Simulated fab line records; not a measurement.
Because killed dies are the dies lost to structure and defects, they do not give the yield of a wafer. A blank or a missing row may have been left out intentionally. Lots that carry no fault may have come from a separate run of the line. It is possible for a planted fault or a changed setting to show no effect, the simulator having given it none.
Chamber matching -- flow gf180mcu -- GF_V3_CVD_02 on pecvd-04: 3 sister chambers
The step deposits SiO2 from TEOS, target thk 850 nm, time 94.851 s. 16 wafers are shown with their chamber, then 8 later ones without.

WAFERS, EACH WITH ITS CHAMBER
wafer,chamber,heater-power-w (W)
L484.1,0,745
L484.4,2,706
L484.6,1,503
L485.1,0,782
L485.3,1,617
L485.4,0,635
L487.3,2,724
L487.5,1,626
L487.6,0,733
L490.3,2,680
L490.4,0,753
L490.5,2,729
L497.3,0,754
L497.4,0,790
L497.6,1,586
L501.1,0,768

SIGNATURES (means of the wafers above)
reading,chamber 0,chamber 1,chamber 2,scatter within a chamber
heater-power-w,745.00,583.00,709.75,45.7
Rule: a wafer's distance from a chamber is the root of the sum, over the readings, of the square of ((its reading less the chamber's mean) divided by the reading's scatter). The wafer belongs to the nearest chamber; if the next one is less than 2 further off, it can't be placed. How the scatter is found: for the shown wafers, subtract from each reading the mean of its chamber, square and add these, divide the total by (wafers less chambers), then take the root.

WAFERS WITHOUT THEIR CHAMBER
wafer,heater-power-w (W)
L501.2,627
L501.6,701
L504.1,748
L504.2,774
L504.3,612
L505.1,751
L505.3,609
L505.4,693

CHAMBER TAKEN BY EACH
wafer,from the rows above,in truth
L501.2,can't be placed: 1 or 2 or 0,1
L501.6,can't be placed: 2 or 0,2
L504.1,can't be placed: 0 or 2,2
L504.2,can't be placed: 0 or 2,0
L504.3,can't be placed: 1 or 2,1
L505.1,can't be placed: 0 or 2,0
L505.3,can't be placed: 1 or 2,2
L505.4,can't be placed: 2 or 0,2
Correct placement for 0 of the 8. Not placeable from these rows: 8 (in 8, the candidates include the true chamber). 0 placed wrongly.
